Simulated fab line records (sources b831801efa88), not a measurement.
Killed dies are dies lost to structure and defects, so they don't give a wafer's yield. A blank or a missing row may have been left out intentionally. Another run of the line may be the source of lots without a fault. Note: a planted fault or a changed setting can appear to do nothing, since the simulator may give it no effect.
Which of the tools did it? ; flow sky130 ; Sampling: 12 lots, 36 wafers, 3 of 708 route steps

== WHAT EACH GAUGE READ, for each wafer ==
SKY_CAP2M_THK_MEAS_01.
lot;measured;on;CAP2M_CVD_00_THK (nm)
L075;day 40 11:11;filmMetro-02;15.08 15.34 15.11
L077;day 41 05:06;filmMetro-03;15.48 15.58 15.66
L080;day 41 23:16;filmMetro-02;15.29 15.24 15.67
L081;day 42 02:41;filmMetro-04;15.26 15.64 15.80
L083;day 42 23:22;filmMetro-04;15.35 15.49 15.55
L084;day 43 10:26;filmMetro-02;15.71 15.62 15.96
L087;day 43 23:00;filmMetro-02;15.75 15.60 15.42
L089;day 44 12:00;filmMetro-02;15.77 15.46 15.81
L092;day 45 06:21;filmMetro-02;15.16 15.30 15.38
L093;day 45 12:17;filmMetro-02;15.38 15.49 15.50
L096;day 46 03:15;filmMetro-03;15.55 15.39 15.91
L097;day 46 17:54;filmMetro-04;15.53 15.89 15.53

== TOOL THAT RAN EACH LOT (tool first, then ch and the chambers of the sampled wafers, then the start) ==
lot;SKY_VIA3_SPUTTER_20;SKY_METAL4_SPUTTER_02
L075;pvdSputter-03, day 40 10:20;pvdSputter-04, day 40 11:03
L077;pvdSputter-04, day 41 04:15;pvdSputter-04, day 41 04:58
L080;pvdSputter-04, day 41 22:25;pvdSputter-01, day 41 23:08
L081;pvdSputter-03, day 42 01:51;pvdSputter-03, day 42 02:34
L083;pvdSputter-04, day 42 22:32;pvdSputter-04, day 42 23:15
L084;pvdSputter-04, day 43 09:35;pvdSputter-01, day 43 10:19
L087;pvdSputter-02, day 43 22:08;pvdSputter-04, day 43 22:51
L089;pvdSputter-03, day 44 11:10;pvdSputter-01, day 44 11:52
L092;pvdSputter-03, day 45 05:20;pvdSputter-04, day 45 06:12
L093;pvdSputter-04, day 45 11:24;pvdSputter-04, day 45 12:10
L096;pvdSputter-04, day 46 02:25;pvdSputter-04, day 46 03:07
L097;pvdSputter-03, day 46 17:04;pvdSputter-01, day 46 17:46
- SKY_VIA3_SPUTTER_20: material TiN, target thk 20 nm, time 80 s.
- SKY_METAL4_SPUTTER_02: material AlCu, target thk 735 nm, time 39.1 s.

== THE ANSWER, worked out from the rows above alone ==
Rule: the lots themselves supply what counts as usual. Put in order of their means at a reading, lots are off if they are a third of the lots or fewer, leave a main group of 4 or more, and stand apart from it by a gap of 3 or more times the standard deviation of the main group's means; of several such gaps the widest counts. A main group whose means are all the same, to the digits that the tables above print for the reading, isn't used. A lot without any number at a reading at which 4 lots or more have one is off too. Any other lot the step has rows for is counted as sound.
Across all readings shown, no lot is off: no conclusion can be drawn from this.

== WHAT HAD BEEN PUT IN BY THE SIMULATOR ==
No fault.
